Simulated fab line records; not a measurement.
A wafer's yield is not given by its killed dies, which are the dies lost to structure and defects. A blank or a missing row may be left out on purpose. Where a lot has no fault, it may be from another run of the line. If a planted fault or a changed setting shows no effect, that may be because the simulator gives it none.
fab line records || flow sky130
[record] {"lots": 12, "wafers": 36, "last-day": 49}
route steps=708 shown METAL1@436 VIA1@459
lots that met no fault: taken from a fault-free run of the same line
start-h: the number of hours between the record's first day and the start of the first shown wafer of the lot || wait-h: time in hours since the lot's previous step || " as in the row above || L1.1+2: a single row standing in for several wafers || - no value present, or no start provided || * or withheld: withheld || < > ~ a bound
route shown NAME@n: names a module that has steps shown in the file, with the first one's number in the route || usual: mean/standard deviation taken from wafers without a fault || same: alike in all rows || chamber/n: place in a boat || sites: per-site readings || _std_site: their standard deviation || _edge_site: the outer-site mean with the inner-site mean subtracted || radius-mm: how far each site lies from the wafer's centre || mask NAME#n: copy n || behind: tool/chamber where the wafer was last shaped || hold: reason for holding the lot/hours on hold/outcome of the hold || device: names the non-switching transistor (n, p or np) || end of line: the tests these same wafers got at the end of their route || step lacking rows: just its recipe || killed: dies lost to structure and defects at the first sort, not the wafer's yield || map: shows each die of a wafer: x if killed, . if not, _ if none is there
set.NAME: the setting the step ran with; set.NAME@STEP: the setting that earlier step ran with || model.NAME: the simulator's own value behind a step, which no gauge read
steps of the route over a sample of lots; a table a step, a row a wafer
services: when a tool's chamber went out of use (start-h, in hours from the record's first day, below 0 if earlier), for how many hours, and the reason
[[steps]]
[step SKY_METAL1_SPUTTER_02]
[recipe] {"material": "AlCu", "target-thk-nm": 250, "power-w": 10600, "time-s": 13.3, "chamber-pressure-pa": 0.4}
[usual] {"throttle-valve-pct": "29.8/0.96"}
{"lot.wafer": "L578.3", "tool": "pvd-sputter-02", "chamber": "-", "start-h": 744.17, "wait-h": 0.0, "throttle-valve-pct": 30.2}
{"lot.wafer": "L578.5", "tool": "pvd-sputter-02", "chamber": "-", "start-h": 744.17, "wait-h": 0.0, "throttle-valve-pct": 28.5}
{"lot.wafer": "L578.6", "tool": "pvd-sputter-02", "chamber": "-", "start-h": 744.17, "wait-h": 0.0, "throttle-valve-pct": 30.3}
{"lot.wafer": "L579.2", "tool": "pvd-sputter-02", "chamber": "-", "start-h": 748.22, "wait-h": 0.0, "throttle-valve-pct": 30.5}
{"lot.wafer": "L579.4", "tool": "pvd-sputter-02", "chamber": "-", "start-h": 748.22, "wait-h": 0.0, "throttle-valve-pct": 30.1}
{"lot.wafer": "L579.6", "tool": "pvd-sputter-02", "chamber": "-", "start-h": 748.22, "wait-h": 0.0, "throttle-valve-pct": 30.1}
{"lot.wafer": "L581.2", "tool": "pvd-sputter-01", "chamber": "-", "start-h": 768.37, "wait-h": 0.0, "throttle-valve-pct": 30.3}
{"lot.wafer": "L581.4", "tool": "pvd-sputter-01", "chamber": "-", "start-h": 768.37, "wait-h": 0.0, "throttle-valve-pct": 31.4}
{"lot.wafer": "L581.5", "tool": "pvd-sputter-01", "chamber": "-", "start-h": 768.37, "wait-h": 0.0, "throttle-valve-pct": 29.2}
{"lot.wafer": "L583.1", "tool": "pvd-sputter-02", "chamber": "-", "start-h": 782.55, "wait-h": 0.0, "throttle-valve-pct": 28.6}
{"lot.wafer": "L583.3", "tool": "pvd-sputter-02", "chamber": "-", "start-h": 782.55, "wait-h": 0.0, "throttle-valve-pct": 30.0}
{"lot.wafer": "L583.5", "tool": "pvd-sputter-02", "chamber": "-", "start-h": 782.55, "wait-h": 0.0, "throttle-valve-pct": 30.1}
{"lot.wafer": "L582.1", "tool": "pvd-sputter-04", "chamber": "-", "start-h": 792.89, "wait-h": 0.0, "throttle-valve-pct": 31.2}
{"lot.wafer": "L582.3", "tool": "pvd-sputter-04", "chamber": "-", "start-h": 792.89, "wait-h": 0.0, "throttle-valve-pct": 30.3}
{"lot.wafer": "L582.4", "tool": "pvd-sputter-04", "chamber": "-", "start-h": 792.89, "wait-h": 0.0, "throttle-valve-pct": 30.4}
{"lot.wafer": "L585.2", "tool": "pvd-sputter-01", "chamber": "-", "start-h": 803.35, "wait-h": 0.0, "throttle-valve-pct": 31.4}
{"lot.wafer": "L585.4", "tool": "pvd-sputter-01", "chamber": "-", "start-h": 803.35, "wait-h": 0.0, "throttle-valve-pct": 30.3}
{"lot.wafer": "L585.6", "tool": "pvd-sputter-01", "chamber": "-", "start-h": 803.35, "wait-h": 0.0, "throttle-valve-pct": 28.3}
{"lot.wafer": "L586.3", "tool": "pvd-sputter-04", "chamber": "-", "start-h": 812.62, "wait-h": 0.0, "throttle-valve-pct": 31.4}
{"lot.wafer": "L586.4", "tool": "pvd-sputter-04", "chamber": "-", "start-h": 812.62, "wait-h": 0.0, "throttle-valve-pct": 31.4}
{"lot.wafer": "L586.5", "tool": "pvd-sputter-04", "chamber": "-", "start-h": 812.62, "wait-h": 0.0, "throttle-valve-pct": 30.1}
{"lot.wafer": "L587.3", "tool": "pvd-sputter-01", "chamber": "-", "start-h": 818.24, "wait-h": 0.0, "throttle-valve-pct": 29.1}
{"lot.wafer": "L587.4", "tool": "pvd-sputter-01", "chamber": "-", "start-h": 818.24, "wait-h": 0.0, "throttle-valve-pct": 28.2}
{"lot.wafer": "L587.5", "tool": "pvd-sputter-01", "chamber": "-", "start-h": 818.24, "wait-h": 0.0, "throttle-valve-pct": 28.8}
{"lot.wafer": "L589.4", "tool": "pvd-sputter-02", "chamber": "-", "start-h": 832.17, "wait-h": 0.0, "throttle-valve-pct": 28.6}
{"lot.wafer": "L589.5", "tool": "pvd-sputter-02", "chamber": "-", "start-h": 832.17, "wait-h": 0.0, "throttle-valve-pct": 29.9}
{"lot.wafer": "L589.6", "tool": "pvd-sputter-02", "chamber": "-", "start-h": 832.17, "wait-h": 0.0, "throttle-valve-pct": 28.6}
{"lot.wafer": "L590.1", "tool": "pvd-sputter-01", "chamber": "-", "start-h": 838.21, "wait-h": 0.0, "throttle-valve-pct": 29.0}
{"lot.wafer": "L590.4", "tool": "pvd-sputter-01", "chamber": "-", "start-h": 838.21, "wait-h": 0.0, "throttle-valve-pct": 29.1}
{"lot.wafer": "L590.6", "tool": "pvd-sputter-01", "chamber": "-", "start-h": 838.21, "wait-h": 0.0, "throttle-valve-pct": 28.7}
{"lot.wafer": "L595.2", "tool": "pvd-sputter-04", "chamber": "-", "start-h": 878.97, "wait-h": 0.0, "throttle-valve-pct": 29.8}
{"lot.wafer": "L595.4", "tool": "pvd-sputter-04", "chamber": "-", "start-h": 878.97, "wait-h": 0.0, "throttle-valve-pct": 30.3}
{"lot.wafer": "L595.5", "tool": "pvd-sputter-04", "chamber": "-", "start-h": 878.97, "wait-h": 0.0, "throttle-valve-pct": 31.3}
{"lot.wafer": "L596.2", "tool": "pvd-sputter-01", "chamber": "-", "start-h": 883.87, "wait-h": 0.0, "throttle-valve-pct": 29.1}
{"lot.wafer": "L596.4", "tool": "pvd-sputter-01", "chamber": "-", "start-h": 883.87, "wait-h": 0.0, "throttle-valve-pct": 30.1}
{"lot.wafer": "L596.6", "tool": "pvd-sputter-01", "chamber": "-", "start-h": 883.87, "wait-h": 0.0, "throttle-valve-pct": 29.1}
[step SKY_METAL1_METAL_ETCH_19]
[recipe] {"target-depth-a": 3600, "stop-on": "SiO2", "over-etch-frac": 0.3, "time-s": 76.42, "chemistry": "Cl2/BCl3", "resist-sidewall-deg": 88, "pressure-mtorr": 10, "icp-w": 900, "bias-w": 48.5, "Cl2_flow_sccm": 60, "bcl3-flow-sccm": 30}
[usual] {"drypump-motor-current-A": "5.42/0.29", "oes-product-au": "0.865/0.0056", "over-etch-frac": "0.3/0", "throttle-valve-pct": "22.264/0.0093"}
{"lot.wafer": "L578.3", "tool": "rie-metal-02", "chamber": 1, "start-h": 771.49, "wait-h": 0.1, "drypump-motor-current-A": 5.45, "oes-product-au": 0.869, "over-etch-frac": 0.3, "rf-hours-counter-h": "-", "throttle-valve-pct": 22.269}
{"lot.wafer": "L578.5", "tool": "rie-metal-02", "chamber": 1, "start-h": 771.49, "wait-h": 0.1, "drypump-motor-current-A": 5.46, "oes-product-au": 0.873, "over-etch-frac": 0.3, "rf-hours-counter-h": "-", "throttle-valve-pct": 22.255}
{"lot.wafer": "L578.6", "tool": "rie-metal-02", "chamber": 0, "start-h": 771.49, "wait-h": 0.1, "drypump-motor-current-A": 5.68, "oes-product-au": 0.871, "over-etch-frac": 0.3, "rf-hours-counter-h": "-", "throttle-valve-pct": 22.267}
{"lot.wafer": "L579.2", "tool": "rie-metal-01", "chamber": 0, "start-h": 775.01, "wait-h": 0.0, "drypump-motor-current-A": 5.12, "oes-product-au": 0.870, "over-etch-frac": 0.3, "rf-hours-counter-h": 14, "throttle-valve-pct": 22.269}
{"lot.wafer": "L579.4", "tool": "rie-metal-01", "chamber": 1, "start-h": 775.01, "wait-h": 0.0, "drypump-motor-current-A": 5.24, "oes-product-au": 0.859, "over-etch-frac": 0.3, "rf-hours-counter-h": "-", "throttle-valve-pct": 22.265}
{"lot.wafer": "L579.6", "tool": "rie-metal-01", "chamber": 1, "start-h": 775.01, "wait-h": 0.0, "drypump-motor-current-A": 5.24, "oes-product-au": 0.878, "over-etch-frac": 0.3, "rf-hours-counter-h": "-", "throttle-valve-pct": 22.255}
{"lot.wafer": "L581.2", "tool": "rie-metal-01", "chamber": 1, "start-h": 795.26, "wait-h": 0.0, "drypump-motor-current-A": 5.26, "oes-product-au": 0.853, "over-etch-frac": 0.3, "rf-hours-counter-h": 5, "throttle-valve-pct": 22.262}
{"lot.wafer": "L581.4", "tool": "rie-metal-01", "chamber": 1, "start-h": 795.26, "wait-h": 0.0, "drypump-motor-current-A": 5.26, "oes-product-au": 0.857, "over-etch-frac": 0.3, "rf-hours-counter-h": "-", "throttle-valve-pct": 22.263}
{"lot.wafer": "L581.5", "tool": "rie-metal-01", "chamber": 0, "start-h": 795.26, "wait-h": 0.0, "drypump-motor-current-A": 5.12, "oes-product-au": 0.868, "over-etch-frac": 0.3, "rf-hours-counter-h": "-", "throttle-valve-pct": 22.262}
{"lot.wafer": "L583.1", "tool": "rie-metal-01", "chamber": 0, "start-h": 809.66, "wait-h": 0.0, "drypump-motor-current-A": 5.13, "oes-product-au": 0.867, "over-etch-frac": 0.3, "rf-hours-counter-h": 15, "throttle-valve-pct": 22.274}
{"lot.wafer": "L583.3", "tool": "rie-metal-01", "chamber": 1, "start-h": 809.66, "wait-h": 0.0, "drypump-motor-current-A": 5.24, "oes-product-au": 0.864, "over-etch-frac": 0.3, "rf-hours-counter-h": "-", "throttle-valve-pct": 22.287}
{"lot.wafer": "L583.5", "tool": "rie-metal-01", "chamber": 1, "start-h": 809.66, "wait-h": 0.0, "drypump-motor-current-A": 5.24, "oes-product-au": 0.867, "over-etch-frac": 0.3, "rf-hours-counter-h": "-", "throttle-valve-pct": 22.280}
{"lot.wafer": "L582.1", "tool": "rie-metal-01", "chamber": 0, "start-h": 819.96, "wait-h": 0.0, "drypump-motor-current-A": 5.12, "oes-product-au": 0.867, "over-etch-frac": 0.3, "rf-hours-counter-h": 15, "throttle-valve-pct": 22.267}
{"lot.wafer": "L582.3", "tool": "rie-metal-01", "chamber": 0, "start-h": 819.96, "wait-h": 0.0, "drypump-motor-current-A": 5.11, "oes-product-au": 0.855, "over-etch-frac": 0.3, "rf-hours-counter-h": "-", "throttle-valve-pct": 22.260}
{"lot.wafer": "L582.4", "tool": "rie-metal-01", "chamber": 1, "start-h": 819.96, "wait-h": 0.0, "drypump-motor-current-A": 5.23, "oes-product-au": 0.867, "over-etch-frac": 0.3, "rf-hours-counter-h": "-", "throttle-valve-pct": 22.287}
{"lot.wafer": "L585.2", "tool": "rie-metal-02", "chamber": 0, "start-h": 830.31, "wait-h": 0.0, "drypump-motor-current-A": 5.68, "oes-product-au": 0.863, "over-etch-frac": 0.3, "rf-hours-counter-h": 13, "throttle-valve-pct": 22.250}
{"lot.wafer": "L585.4", "tool": "rie-metal-02", "chamber": 1, "start-h": 830.31, "wait-h": 0.0, "drypump-motor-current-A": 5.44, "oes-product-au": 0.858, "over-etch-frac": 0.3, "rf-hours-counter-h": "-", "throttle-valve-pct": 22.277}
{"lot.wafer": "L585.6", "tool": "rie-metal-02", "chamber": 0, "start-h": 830.31, "wait-h": 0.0, "drypump-motor-current-A": 5.68, "oes-product-au": 0.866, "over-etch-frac": 0.3, "rf-hours-counter-h": "-", "throttle-valve-pct": 22.269}
{"lot.wafer": "L586.3", "tool": "rie-metal-04", "chamber": 0, "start-h": 839.29, "wait-h": 0.1, "drypump-motor-current-A": 6.16, "oes-product-au": 0.870, "over-etch-frac": 0.3, "rf-hours-counter-h": "-", "throttle-valve-pct": 22.252}
{"lot.wafer": "L586.4", "tool": "rie-metal-04", "chamber": 1, "start-h": 839.29, "wait-h": 0.1, "drypump-motor-current-A": 5.49, "oes-product-au": 0.865, "over-etch-frac": 0.3, "rf-hours-counter-h": "-", "throttle-valve-pct": 22.260}
{"lot.wafer": "L586.5", "tool": "rie-metal-04", "chamber": 1, "start-h": 839.29, "wait-h": 0.1, "drypump-motor-current-A": 5.45, "oes-product-au": 0.859, "over-etch-frac": 0.3, "rf-hours-counter-h": "-", "throttle-valve-pct": 22.274}
{"lot.wafer": "L587.3", "tool": "rie-metal-01", "chamber": 0, "start-h": 845.49, "wait-h": 0.1, "drypump-motor-current-A": 5.13, "oes-product-au": 0.875, "over-etch-frac": 0.3, "rf-hours-counter-h": "-", "throttle-valve-pct": 22.280}
{"lot.wafer": "L587.4", "tool": "rie-metal-01", "chamber": 1, "start-h": 845.49, "wait-h": 0.1, "drypump-motor-current-A": 5.25, "oes-product-au": 0.861, "over-etch-frac": 0.3, "rf-hours-counter-h": "-", "throttle-valve-pct": 22.258}
{"lot.wafer": "L587.5", "tool": "rie-metal-01", "chamber": 0, "start-h": 845.49, "wait-h": 0.1, "drypump-motor-current-A": 5.12, "oes-product-au": 0.866, "over-etch-frac": 0.3, "rf-hours-counter-h": "-", "throttle-valve-pct": 22.265}
{"lot.wafer": "L589.4", "tool": "rie-metal-04", "chamber": 0, "start-h": 858.34, "wait-h": 0.1, "drypump-motor-current-A": 6.12, "oes-product-au": 0.850, "over-etch-frac": 0.3, "rf-hours-counter-h": "-", "throttle-valve-pct": 22.249}
{"lot.wafer": "L589.5", "tool": "rie-metal-04", "chamber": 1, "start-h": 858.34, "wait-h": 0.1, "drypump-motor-current-A": 5.50, "oes-product-au": 0.867, "over-etch-frac": 0.3, "rf-hours-counter-h": "-", "throttle-valve-pct": 22.260}
{"lot.wafer": "L589.6", "tool": "rie-metal-04", "chamber": 0, "start-h": 858.34, "wait-h": 0.1, "drypump-motor-current-A": 6.17, "oes-product-au": 0.872, "over-etch-frac": 0.3, "rf-hours-counter-h": "-", "throttle-valve-pct": 22.257}
{"lot.wafer": "L590.1", "tool": "rie-metal-02", "chamber": 0, "start-h": 863.36, "wait-h": 0.0, "drypump-motor-current-A": 5.68, "oes-product-au": 0.869, "over-etch-frac": 0.3, "rf-hours-counter-h": 15, "throttle-valve-pct": 22.275}
{"lot.wafer": "L590.4", "tool": "rie-metal-02", "chamber": 1, "start-h": 863.36, "wait-h": 0.0, "drypump-motor-current-A": 5.44, "oes-product-au": 0.874, "over-etch-frac": 0.3, "rf-hours-counter-h": "-", "throttle-valve-pct": 22.261}
{"lot.wafer": "L590.6", "tool": "rie-metal-02", "chamber": 0, "start-h": 863.36, "wait-h": 0.0, "drypump-motor-current-A": 5.65, "oes-product-au": 0.866, "over-etch-frac": 0.3, "rf-hours-counter-h": "-", "throttle-valve-pct": 22.272}
{"lot.wafer": "L595.2", "tool": "rie-metal-01", "chamber": 1, "start-h": 905.26, "wait-h": 0.0, "drypump-motor-current-A": 5.25, "oes-product-au": 0.867, "over-etch-frac": 0.26945, "rf-hours-counter-h": 10, "throttle-valve-pct": 22.262}
{"lot.wafer": "L595.4", "tool": "rie-metal-01", "chamber": 1, "start-h": 905.26, "wait-h": 0.0, "drypump-motor-current-A": 5.26, "oes-product-au": 0.871, "over-etch-frac": 0.26945, "rf-hours-counter-h": "-", "throttle-valve-pct": 22.263}
{"lot.wafer": "L595.5", "tool": "rie-metal-01", "chamber": 0, "start-h": 905.26, "wait-h": 0.0, "drypump-motor-current-A": 5.13, "oes-product-au": 0.871, "over-etch-frac": 0.3, "rf-hours-counter-h": "-", "throttle-valve-pct": 22.271}
{"lot.wafer": "L596.2", "tool": "rie-metal-02", "chamber": 0, "start-h": 910.06, "wait-h": 0.0, "drypump-motor-current-A": 5.67, "oes-product-au": 0.866, "over-etch-frac": 0.3, "rf-hours-counter-h": 17, "throttle-valve-pct": 22.277}
{"lot.wafer": "L596.4", "tool": "rie-metal-02", "chamber": 1, "start-h": 910.06, "wait-h": 0.0, "drypump-motor-current-A": 5.45, "oes-product-au": 0.874, "over-etch-frac": 0.3, "rf-hours-counter-h": "-", "throttle-valve-pct": 22.252}
{"lot.wafer": "L596.6", "tool": "rie-metal-02", "chamber": 1, "start-h": 910.06, "wait-h": 0.0, "drypump-motor-current-A": 5.46, "oes-product-au": 0.867, "over-etch-frac": 0.3, "rf-hours-counter-h": "-", "throttle-valve-pct": 22.258}
[step SKY_VIA1_THK_MEAS_01]
[recipe] {"reads": "SiO2_of_VIA1_HDPCVD_00"}
[usual] {"VIA1_HDPCVD_THK": "1072/11"}
{"lot.wafer": "L578.3", "tool": "film-metro-04", "chamber": "-", "start-h": 772.27, "wait-h": 0.1, "VIA1_HDPCVD_THK[nm]": 1073}
{"lot.wafer": "L578.5", "tool": "film-metro-04", "chamber": "-", "start-h": 772.27, "wait-h": 0.1, "VIA1_HDPCVD_THK[nm]": 1059}
{"lot.wafer": "L578.6", "tool": "film-metro-04", "chamber": "-", "start-h": 772.27, "wait-h": 0.1, "VIA1_HDPCVD_THK[nm]": 1055}
{"lot.wafer": "L579.2", "tool": "film-metro-01", "chamber": "-", "start-h": 775.87, "wait-h": 0.1, "VIA1_HDPCVD_THK[nm]": 1071}
{"lot.wafer": "L579.4", "tool": "film-metro-01", "chamber": "-", "start-h": 775.87, "wait-h": 0.1, "VIA1_HDPCVD_THK[nm]": 1057}
{"lot.wafer": "L579.6", "tool": "film-metro-01", "chamber": "-", "start-h": 775.87, "wait-h": 0.1, "VIA1_HDPCVD_THK[nm]": 1072}
{"lot.wafer": "L581.2", "tool": "film-metro-02", "chamber": "-", "start-h": 796.10, "wait-h": 0.1, "VIA1_HDPCVD_THK[nm]": 1073}
{"lot.wafer": "L581.4", "tool": "film-metro-02", "chamber": "-", "start-h": 796.10, "wait-h": 0.1, "VIA1_HDPCVD_THK[nm]": 1073}
{"lot.wafer": "L581.5", "tool": "film-metro-02", "chamber": "-", "start-h": 796.10, "wait-h": 0.1, "VIA1_HDPCVD_THK[nm]": 1063}
{"lot.wafer": "L583.1", "tool": "film-metro-01", "chamber": "-", "start-h": 810.46, "wait-h": 0.1, "VIA1_HDPCVD_THK[nm]": 1073}
{"lot.wafer": "L583.3", "tool": "film-metro-01", "chamber": "-", "start-h": 810.46, "wait-h": 0.1, "VIA1_HDPCVD_THK[nm]": 1081}
{"lot.wafer": "L583.5", "tool": "film-metro-01", "chamber": "-", "start-h": 810.46, "wait-h": 0.1, "VIA1_HDPCVD_THK[nm]": 1066}
{"lot.wafer": "L582.1", "tool": "film-metro-04", "chamber": "-", "start-h": 820.77, "wait-h": 0.1, "VIA1_HDPCVD_THK[nm]": 1073}
{"lot.wafer": "L582.3", "tool": "film-metro-04", "chamber": "-", "start-h": 820.77, "wait-h": 0.1, "VIA1_HDPCVD_THK[nm]": 1071}
{"lot.wafer": "L582.4", "tool": "film-metro-04", "chamber": "-", "start-h": 820.77, "wait-h": 0.1, "VIA1_HDPCVD_THK[nm]": 1057}
{"lot.wafer": "L585.2", "tool": "film-metro-01", "chamber": "-", "start-h": 831.61, "wait-h": 0.1, "VIA1_HDPCVD_THK[nm]": 1061}
{"lot.wafer": "L585.4", "tool": "film-metro-01", "chamber": "-", "start-h": 831.61, "wait-h": 0.1, "VIA1_HDPCVD_THK[nm]": 1067}
{"lot.wafer": "L585.6", "tool": "film-metro-01", "chamber": "-", "start-h": 831.61, "wait-h": 0.1, "VIA1_HDPCVD_THK[nm]": 1060}
{"lot.wafer": "L586.3", "tool": "film-metro-04", "chamber": "-", "start-h": 840.27, "wait-h": 0.1, "VIA1_HDPCVD_THK[nm]": 1062}
{"lot.wafer": "L586.4", "tool": "film-metro-04", "chamber": "-", "start-h": 840.27, "wait-h": 0.1, "VIA1_HDPCVD_THK[nm]": 1067}
{"lot.wafer": "L586.5", "tool": "film-metro-04", "chamber": "-", "start-h": 840.27, "wait-h": 0.1, "VIA1_HDPCVD_THK[nm]": 1068}
{"lot.wafer": "L587.3", "tool": "film-metro-01", "chamber": "-", "start-h": 846.38, "wait-h": 0.1, "VIA1_HDPCVD_THK[nm]": 1054}
{"lot.wafer": "L587.4", "tool": "film-metro-01", "chamber": "-", "start-h": 846.38, "wait-h": 0.1, "VIA1_HDPCVD_THK[nm]": 1085}
{"lot.wafer": "L587.5", "tool": "film-metro-01", "chamber": "-", "start-h": 846.38, "wait-h": 0.1, "VIA1_HDPCVD_THK[nm]": 1063}
{"lot.wafer": "L589.4", "tool": "film-metro-02", "chamber": "-", "start-h": 859.57, "wait-h": 0.0, "VIA1_HDPCVD_THK[nm]": 1074}
{"lot.wafer": "L589.5", "tool": "film-metro-02", "chamber": "-", "start-h": 859.57, "wait-h": 0.0, "VIA1_HDPCVD_THK[nm]": 1089}
{"lot.wafer": "L589.6", "tool": "film-metro-02", "chamber": "-", "start-h": 859.57, "wait-h": 0.0, "VIA1_HDPCVD_THK[nm]": 1079}
{"lot.wafer": "L590.1", "tool": "film-metro-04", "chamber": "-", "start-h": 864.51, "wait-h": 0.1, "VIA1_HDPCVD_THK[nm]": 1081}
{"lot.wafer": "L590.4", "tool": "film-metro-04", "chamber": "-", "start-h": 864.51, "wait-h": 0.1, "VIA1_HDPCVD_THK[nm]": 1088}
{"lot.wafer": "L590.6", "tool": "film-metro-04", "chamber": "-", "start-h": 864.51, "wait-h": 0.1, "VIA1_HDPCVD_THK[nm]": 1081}
{"lot.wafer": "L595.2", "tool": "film-metro-01", "chamber": "-", "start-h": 906.07, "wait-h": 0.1, "VIA1_HDPCVD_THK[nm]": 1052}
{"lot.wafer": "L595.4", "tool": "film-metro-01", "chamber": "-", "start-h": 906.07, "wait-h": 0.1, "VIA1_HDPCVD_THK[nm]": 1065}
{"lot.wafer": "L595.5", "tool": "film-metro-01", "chamber": "-", "start-h": 906.07, "wait-h": 0.1, "VIA1_HDPCVD_THK[nm]": 1052}
{"lot.wafer": "L596.2", "tool": "film-metro-01", "chamber": "-", "start-h": 910.87, "wait-h": 0.1, "VIA1_HDPCVD_THK[nm]": 1076}
{"lot.wafer": "L596.4", "tool": "film-metro-01", "chamber": "-", "start-h": 910.87, "wait-h": 0.1, "VIA1_HDPCVD_THK[nm]": 1072}
{"lot.wafer": "L596.6", "tool": "film-metro-01", "chamber": "-", "start-h": 910.87, "wait-h": 0.1, "VIA1_HDPCVD_THK[nm]": 1067}
[step SKY_VIA1_CD_MEAS_12]
[recipe] {"target-cd-nm": 150}
[usual] {"cd-nm": "149.3/1.6"}
{"lot.wafer": "L578.3", "tool": "cd-sem-01", "chamber": "-", "start-h": 799.03, "wait-h": "-", "cd-nm": 150.9}
{"lot.wafer": "L578.5", "tool": "cd-sem-01", "chamber": "-", "start-h": 799.03, "wait-h": "-", "cd-nm": 149.8}
{"lot.wafer": "L578.6", "tool": "cd-sem-01", "chamber": "-", "start-h": 799.03, "wait-h": "-", "cd-nm": 149.0}
{"lot.wafer": "L579.2", "tool": "cd-sem-01", "chamber": "-", "start-h": 802.56, "wait-h": "-", "cd-nm": 151.7}
{"lot.wafer": "L579.4", "tool": "cd-sem-01", "chamber": "-", "start-h": 802.56, "wait-h": "-", "cd-nm": 151.6}
{"lot.wafer": "L579.6", "tool": "cd-sem-01", "chamber": "-", "start-h": 802.56, "wait-h": "-", "cd-nm": 149.6}
{"lot.wafer": "L581.2", "tool": "cd-sem-01", "chamber": "-", "start-h": 823.03, "wait-h": "-", "cd-nm": 149.0}
{"lot.wafer": "L581.4", "tool": "cd-sem-01", "chamber": "-", "start-h": 823.03, "wait-h": "-", "cd-nm": 149.0}
{"lot.wafer": "L581.5", "tool": "cd-sem-01", "chamber": "-", "start-h": 823.03, "wait-h": "-", "cd-nm": 149.4}
{"lot.wafer": "L583.1", "tool": "cd-sem-01", "chamber": "-", "start-h": 837.61, "wait-h": "-", "cd-nm": 146.1}
{"lot.wafer": "L583.3", "tool": "cd-sem-01", "chamber": "-", "start-h": 837.61, "wait-h": "-", "cd-nm": 146.9}
{"lot.wafer": "L583.5", "tool": "cd-sem-01", "chamber": "-", "start-h": 837.61, "wait-h": "-", "cd-nm": 147.3}
{"lot.wafer": "L582.1", "tool": "cd-sem-01", "chamber": "-", "start-h": 847.95, "wait-h": "-", "cd-nm": 147.8}
{"lot.wafer": "L582.3", "tool": "cd-sem-01", "chamber": "-", "start-h": 847.95, "wait-h": "-", "cd-nm": 148.9}
{"lot.wafer": "L582.4", "tool": "cd-sem-01", "chamber": "-", "start-h": 847.95, "wait-h": "-", "cd-nm": 148.2}
{"lot.wafer": "L585.2", "tool": "cd-sem-02", "chamber": "-", "start-h": 858.43, "wait-h": "-", "cd-nm": 148.3}
{"lot.wafer": "L585.4", "tool": "cd-sem-02", "chamber": "-", "start-h": 858.43, "wait-h": "-", "cd-nm": 148.0}
{"lot.wafer": "L585.6", "tool": "cd-sem-02", "chamber": "-", "start-h": 858.43, "wait-h": "-", "cd-nm": 148.3}
{"lot.wafer": "L586.3", "tool": "cd-sem-02", "chamber": "-", "start-h": 866.30, "wait-h": "-", "cd-nm": 148.4}
{"lot.wafer": "L586.4", "tool": "cd-sem-02", "chamber": "-", "start-h": 866.30, "wait-h": "-", "cd-nm": 148.1}
{"lot.wafer": "L586.5", "tool": "cd-sem-02", "chamber": "-", "start-h": 866.30, "wait-h": "-", "cd-nm": 147.9}
{"lot.wafer": "L587.3", "tool": "cd-sem-02", "chamber": "-", "start-h": 872.88, "wait-h": "-", "cd-nm": 150.0}
{"lot.wafer": "L587.4", "tool": "cd-sem-02", "chamber": "-", "start-h": 872.88, "wait-h": "-", "cd-nm": 149.2}
{"lot.wafer": "L587.5", "tool": "cd-sem-02", "chamber": "-", "start-h": 872.88, "wait-h": "-", "cd-nm": 150.7}
{"lot.wafer": "L589.4", "tool": "cd-sem-02", "chamber": "-", "start-h": 885.20, "wait-h": "-", "cd-nm": 150.4}
{"lot.wafer": "L589.5", "tool": "cd-sem-02", "chamber": "-", "start-h": 885.20, "wait-h": "-", "cd-nm": 148.9}
{"lot.wafer": "L589.6", "tool": "cd-sem-02", "chamber": "-", "start-h": 885.20, "wait-h": "-", "cd-nm": 150.2}
{"lot.wafer": "L590.1", "tool": "cd-sem-01", "chamber": "-", "start-h": 890.51, "wait-h": "-", "cd-nm": 149.6}
{"lot.wafer": "L590.4", "tool": "cd-sem-01", "chamber": "-", "start-h": 890.51, "wait-h": "-", "cd-nm": 152.8}
{"lot.wafer": "L590.6", "tool": "cd-sem-01", "chamber": "-", "start-h": 890.51, "wait-h": "-", "cd-nm": 150.5}
{"lot.wafer": "L595.2", "tool": "cd-sem-01", "chamber": "-", "start-h": 931.03, "wait-h": "-", "cd-nm": 151.6}
{"lot.wafer": "L595.4", "tool": "cd-sem-01", "chamber": "-", "start-h": 931.03, "wait-h": "-", "cd-nm": 152.2}
{"lot.wafer": "L595.5", "tool": "cd-sem-01", "chamber": "-", "start-h": 931.03, "wait-h": "-", "cd-nm": 152.0}
{"lot.wafer": "L596.2", "tool": "cd-sem-02", "chamber": "-", "start-h": 935.53, "wait-h": "-", "cd-nm": 151.8}
{"lot.wafer": "L596.4", "tool": "cd-sem-02", "chamber": "-", "start-h": 935.53, "wait-h": "-", "cd-nm": 151.4}
{"lot.wafer": "L596.6", "tool": "cd-sem-02", "chamber": "-", "start-h": 935.53, "wait-h": "-", "cd-nm": 152.3}
[[services]]
{"tool": "rie-metal-02", "chamber": 1, "start-h": 728.75, "hours": "-", "kind": "clean"}
{"tool": "rie-metal-02", "chamber": 1, "start-h": 728.75, "hours": 16.9, "kind": "scheduled-down"}
{"tool": "rie-metal-02", "chamber": 1, "start-h": 728.75, "hours": 16.9, "kind": "vent-cycle"}
{"tool": "rie-metal-04", "chamber": "-", "start-h": 731.55, "hours": 0.4, "kind": "repair"}
{"tool": "pvd-sputter-01", "chamber": "-", "start-h": 737.42, "hours": 0.8, "kind": "repair"}
{"tool": "pvd-sputter-04", "chamber": "-", "start-h": 766.76, "hours": 3.1, "kind": "repair"}
{"tool": "rie-metal-02", "chamber": "-", "start-h": 779.99, "hours": 0.4, "kind": "repair"}
{"tool": "rie-metal-04", "chamber": 1, "start-h": 780.60, "hours": 1.7, "kind": "repair"}
{"tool": "rie-metal-02", "chamber": "-", "start-h": 800.46, "hours": 2.8, "kind": "pm"}
{"tool": "rie-metal-04", "chamber": 0, "start-h": 839.96, "hours": 4.4, "kind": "repair"}
{"tool": "pvd-sputter-01", "chamber": "-", "start-h": 840.20, "hours": 2.1, "kind": "repair"}
{"tool": "pvd-sputter-02", "chamber": "-", "start-h": 840.35, "hours": 2.9, "kind": "repair"}
{"tool": "rie-metal-01", "chamber": 0, "start-h": 880.59, "hours": "-", "kind": "clean"}
{"tool": "rie-metal-01", "chamber": 0, "start-h": 880.59, "hours": 16.2, "kind": "scheduled-down"}
{"tool": "rie-metal-01", "chamber": 0, "start-h": 880.59, "hours": 16.2, "kind": "vent-cycle"}
[[key]]
[first-sign] {"step": "SKY_METAL1_METAL_ETCH_19", "reading": "over-etch-frac", "direction": "down", "sigmas": "99+", "usual": 0.3, "struck": 0.26945}
effect none on later readings
met-at SKY_METAL1_METAL_ETCH_19
struck-lots L595
struck-wafers L595.2,L595.4
not-acting-at SKY_METAL1_SPUTTER_02,SKY_VIA1_THK_MEAS_01,SKY_VIA1_CD_MEAS_12
onset-between 845.49 905.26
[fault] {"kind": "process-parameter-drift", "tool": "rie-metal-01", "chamber": 1, "onset-h": 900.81, "steps": "SKY_METAL1_METAL_ETCH_19", "channel": "over-etch-frac", "offset": -0.030552, "shape": "step", "end-h": 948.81, "acts-in": "these-recipes-only", "stated": 0.3}
